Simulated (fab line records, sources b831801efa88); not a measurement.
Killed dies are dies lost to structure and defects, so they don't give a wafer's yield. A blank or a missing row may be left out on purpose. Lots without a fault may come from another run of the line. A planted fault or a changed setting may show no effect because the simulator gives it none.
Chamber matching | flow gf180mcu | GF_MIM_CVD_05 on pecvd-04: 3 sister chambers
The step deposits Si3N4, target thk 42 nm, time 29.086 s. 14 wafers are shown with their chamber, then 7 later ones without.

WAFERS WITH THEIR CHAMBER
wafer  | chamber | heater_power_outer_w (W) | heater_power_w (W) | temp_max_c (C)
L212.4 | 2       | 345                      | 645                | 400.05
L212.5 | 1       | 335                      | 651                | 400.20
L212.6 | 0       | 340                      | 637                | 400.02
L214.1 | 2       | 363                      | 676                | 400.02
L214.2 | 0       | 349                      | 647                | 399.81
L214.6 | 2       | 369                      | 666                | 399.90
L215.1 | 2       | 296                      | 582                | 399.51
L215.4 | 0       | 255                      | 521                | 400.36
L215.6 | 1       | 293                      | 605                | 400.64
L216.1 | 0       | 277                      | 572                | 400.11
L216.2 | 1       | 343                      | 668                | 400.10
L216.6 | 2       | 361                      | 653                | 400.00
L218.1 | 0       | 301                      | 607                | 399.82
L218.2 | 1       | 299                      | 619                | 399.84

SIGNATURES (means of the wafers above)
reading              | chamber 0 | chamber 1 | chamber 2 | scatter within a chamber
heater_power_outer_w | 304.40    | 317.50    | 346.80    | 32.9
heater_power_w       | 596.80    | 635.75    | 644.40    | 41
temp_max_c           | 400.0240  | 400.1950  | 399.8960  | 0.259
Rule: a wafer's distance from a chamber is the root of the sum, over the readings, of the square of ((its reading less the chamber's mean) divided by the reading's scatter). The wafer belongs to the nearest chamber; if the next one is less than 2 further off, it can't be placed. The scatter: the root of (the sum of the squares of (reading less its chamber's mean) over the shown wafers, divided by (wafers less chambers)).

WAFERS WITHOUT THEIR CHAMBER
wafer  | heater_power_outer_w (W) | heater_power_w (W) | temp_max_c (C)
L218.3 | 380                      | 709                | 400.30
L220.4 | 342                      | 646                | 400.14
L220.5 | 287                      | 558                | 399.94
L220.6 | 334                      | 646                | 399.98
L235.1 | 288                      | 601                | 400.19
L235.2 | 335                      | 633                | 400.13
L235.4 | 363                      | 659                | 399.76

WHICH CHAMBER EACH WENT THROUGH
wafer  | from the rows above          | in truth
L218.3 | can't be placed: 2 or 1 or 0 | 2
L220.4 | can't be placed: 1 or 2 or 0 | 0
L220.5 | can't be placed: 0 or 1 or 2 | 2
L220.6 | can't be placed: 2 or 1 or 0 | 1
L235.1 | can't be placed: 0 or 1 or 2 | 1
L235.2 | can't be placed: 1 or 2 or 0 | 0
L235.4 | can't be placed: 2 or 1 or 0 | 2
Placed correctly: 0 of 7. Can't be placed from these rows: 7 (the true chamber is among the candidates in 7). Placed wrongly: 0.
